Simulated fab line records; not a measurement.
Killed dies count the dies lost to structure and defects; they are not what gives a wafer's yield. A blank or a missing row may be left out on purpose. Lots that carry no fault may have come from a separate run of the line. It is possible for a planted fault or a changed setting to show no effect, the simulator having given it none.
Tool commonality check || flow sky130 || Sample size 11 lots and 33 wafers

REASON FOR OPENING
Flagged at SKY_METAL1_CD_MEAS_15: reading cdNm, on 2 of 11 lots. No-fault wafers: 139.6 nm, standard deviation 1.6.
Rule: a lot gets a flag if all its wafers with a number sit over 4 standard deviations from that mean, or if no wafer of it has a number. The other lots count as sound.

{"lot": "L186", "measured": "day 32 19:52", "on": "cdSem-02", "cdNm (nm), wafer by wafer": "139.9 137.6 140.1", "flag": ""}
{"lot": "L187", "measured": "day 33 12:20", "on": "cdSem-02", "cdNm (nm), wafer by wafer": "140.7 139.7 139.9", "flag": ""}
{"lot": "L189", "measured": "day 33 22:01", "on": "cdSem-01", "cdNm (nm), wafer by wafer": "139.0 139.0 140.4", "flag": ""}
{"lot": "L190", "measured": "day 34 04:19", "on": "cdSem-02", "cdNm (nm), wafer by wafer": "57.3 65.0 -", "flag": "FLAGGED"}
{"lot": "L191", "measured": "day 34 15:38", "on": "cdSem-02", "cdNm (nm), wafer by wafer": "18.4 71.6 53.5", "flag": "FLAGGED"}
{"lot": "L200", "measured": "day 37 01:35", "on": "cdSem-01", "cdNm (nm), wafer by wafer": "138.5 137.4 138.3", "flag": ""}
{"lot": "L201", "measured": "day 37 06:22", "on": "cdSem-02", "cdNm (nm), wafer by wafer": "135.3 135.5 135.8", "flag": ""}
{"lot": "L204", "measured": "day 38 08:28", "on": "cdSem-02", "cdNm (nm), wafer by wafer": "136.3 135.5 137.9", "flag": ""}
{"lot": "L205", "measured": "day 38 13:04", "on": "cdSem-01", "cdNm (nm), wafer by wafer": "139.6 139.2 138.3", "flag": ""}
{"lot": "L207", "measured": "day 39 09:11", "on": "cdSem-01", "cdNm (nm), wafer by wafer": "139.6 140.1 142.9", "flag": ""}
{"lot": "L209", "measured": "day 39 21:08", "on": "cdSem-02", "cdNm (nm), wafer by wafer": "140.9 141.9 141.1", "flag": ""}
The numbers of the flagged lots are 53.2 nm on average: -86.4 nm against the usual, or -54 standard deviations.

WHICH TOOL EACH LOT WENT THROUGH
Before the reading, the record contains 3 process steps out of a 708-step route. Read each cell as the tool, then ch plus the chambers that the sampled wafers visited, then the start.
{"lot": "L186", "flag": "", "SKY_CONTACT_CMP_27": "cmp-02 ch 0,1,3, day 31 15:46", "SKY_METAL1_SPUTTER_01": "pvdSputter-01, day 31 16:02", "SKY_METAL1_EXPOSE_12": "krfScanner-02 ch 0, day 32 06:35"}
{"lot": "L187", "flag": "", "SKY_CONTACT_CMP_27": "cmp-02 ch 1,2, day 32 09:07", "SKY_METAL1_SPUTTER_01": "pvdSputter-01, day 32 09:23", "SKY_METAL1_EXPOSE_12": "krfScanner-02 ch 0, day 32 23:08"}
{"lot": "L189", "flag": "", "SKY_CONTACT_CMP_27": "cmp-02 ch 0,2, day 32 19:07", "SKY_METAL1_SPUTTER_01": "pvdSputter-04, day 32 19:27", "SKY_METAL1_EXPOSE_12": "krfScanner-01 ch 0, day 33 09:31"}
{"lot": "L190", "flag": "FLAGGED", "SKY_CONTACT_CMP_27": "cmp-02 ch 0,1,3, day 33 01:23", "SKY_METAL1_SPUTTER_01": "pvdSputter-02, day 33 01:43", "SKY_METAL1_EXPOSE_12": "krfScanner-02 ch 0, day 33 15:29"}
{"lot": "L191", "flag": "FLAGGED", "SKY_CONTACT_CMP_27": "cmp-01 ch 0,1,3, day 33 12:10", "SKY_METAL1_SPUTTER_01": "pvdSputter-04, day 33 12:29", "SKY_METAL1_EXPOSE_12": "krfScanner-02 ch 0, day 34 01:56"}
{"lot": "L200", "flag": "", "SKY_CONTACT_CMP_27": "cmp-01 ch 0,1,2, day 35 23:22", "SKY_METAL1_SPUTTER_01": "pvdSputter-02, day 35 23:35", "SKY_METAL1_EXPOSE_12": "krfScanner-02 ch 0, day 36 12:55"}
{"lot": "L201", "flag": "", "SKY_CONTACT_CMP_27": "cmp-01 ch 1,2,3, day 36 04:12", "SKY_METAL1_SPUTTER_01": "pvdSputter-01, day 36 04:28", "SKY_METAL1_EXPOSE_12": "krfScanner-02 ch 0, day 36 17:50"}
{"lot": "L204", "flag": "", "SKY_CONTACT_CMP_27": "cmp-02 ch 0,1,3, day 37 06:22", "SKY_METAL1_SPUTTER_01": "pvdSputter-01, day 37 06:38", "SKY_METAL1_EXPOSE_12": "krfScanner-01 ch 0, day 37 20:02"}
{"lot": "L205", "flag": "", "SKY_CONTACT_CMP_27": "cmp-01 ch 0,1,2, day 37 11:25", "SKY_METAL1_SPUTTER_01": "pvdSputter-02, day 37 11:41", "SKY_METAL1_EXPOSE_12": "krfScanner-01 ch 0, day 38 01:41"}
{"lot": "L207", "flag": "", "SKY_CONTACT_CMP_27": "cmp-02 ch 1,3, day 38 07:40", "SKY_METAL1_SPUTTER_01": "pvdSputter-02, day 38 07:56", "SKY_METAL1_EXPOSE_12": "krfScanner-02 ch 0, day 38 20:53"}
{"lot": "L209", "flag": "", "SKY_CONTACT_CMP_27": "cmp-01 ch 0,2,3, day 38 19:57", "SKY_METAL1_SPUTTER_01": "pvdSputter-01, day 38 20:13", "SKY_METAL1_EXPOSE_12": "krfScanner-01 ch 0, day 39 09:02"}
These steps, and what they do:
- SKY_CONTACT_CMP_27: polishes, stops on SiO2, t overpolish 15 s, target thk 0 nm.
- SKY_METAL1_SPUTTER_01: material TiN, target thk 20 nm, time 16.7 s.
- SKY_METAL1_EXPOSE_12: exposes mask MM1, target cd 140 nm.
- SKY_METAL1_CD_MEAS_15: target cd 140 nm.

FLAGGED AGAINST TOTAL, ONE TOOL AT A TIME (gauges that did the reading follow at the end)
{"step": "SKY_CONTACT_CMP_27", "tool": "cmp-01", "lots run": 5, "flagged": 1, "share of the flagged lots": "some", "sound lots run after its first flagged lot": "4 (L200,L201,L205,L209)"}
{"step": "SKY_CONTACT_CMP_27", "tool": "cmp-02", "lots run": 6, "flagged": 1, "share of the flagged lots": "some", "sound lots run after its first flagged lot": "2 (L204,L207)"}
{"step": "SKY_METAL1_SPUTTER_01", "tool": "pvdSputter-01", "lots run": 5, "flagged": 0, "share of the flagged lots": "none", "sound lots run after its first flagged lot": "-"}
{"step": "SKY_METAL1_SPUTTER_01", "tool": "pvdSputter-02", "lots run": 4, "flagged": 1, "share of the flagged lots": "some", "sound lots run after its first flagged lot": "3 (L200,L205,L207)"}
{"step": "SKY_METAL1_SPUTTER_01", "tool": "pvdSputter-04", "lots run": 2, "flagged": 1, "share of the flagged lots": "some", "sound lots run after its first flagged lot": 0}
{"step": "SKY_METAL1_EXPOSE_12", "tool": "krfScanner-01", "lots run": 4, "flagged": 0, "share of the flagged lots": "none", "sound lots run after its first flagged lot": "-"}
{"step": "SKY_METAL1_EXPOSE_12", "tool": "krfScanner-02", "lots run": 7, "flagged": 2, "share of the flagged lots": "all", "sound lots run after its first flagged lot": "3 (L200,L201,L207)"}
{"step": "SKY_METAL1_CD_MEAS_15", "tool": "cdSem-01", "lots run": 4, "flagged": 0, "share of the flagged lots": "none", "sound lots run after its first flagged lot": "-"}
{"step": "SKY_METAL1_CD_MEAS_15", "tool": "cdSem-02", "lots run": 7, "flagged": 2, "share of the flagged lots": "all", "sound lots run after its first flagged lot": "3 (L201,L204,L209)"}

WHAT THE TABLE PERMITS
Rows of the table that ran all the flagged lots, 2 in number: krfScanner-02 at SKY_METAL1_EXPOSE_12; cdSem-02 at SKY_METAL1_CD_MEAS_15.
- krfScanner-02 at SKY_METAL1_EXPOSE_12: 2 of its 7 lots flagged. Sound lots ran on it after the first flagged one (L200, L201, L207), which a lasting fault on the whole tool wouldn't allow.
- cdSem-02 at SKY_METAL1_CD_MEAS_15: 2 of its 7 lots flagged. Sound lots ran on it after the first flagged one (L201, L204, L209), which a lasting fault on the whole tool wouldn't allow.
None of the table's rows ran every flagged lot and, after the first, no sound lot.

WHAT HAD BEEN PUT IN BY THE SIMULATOR
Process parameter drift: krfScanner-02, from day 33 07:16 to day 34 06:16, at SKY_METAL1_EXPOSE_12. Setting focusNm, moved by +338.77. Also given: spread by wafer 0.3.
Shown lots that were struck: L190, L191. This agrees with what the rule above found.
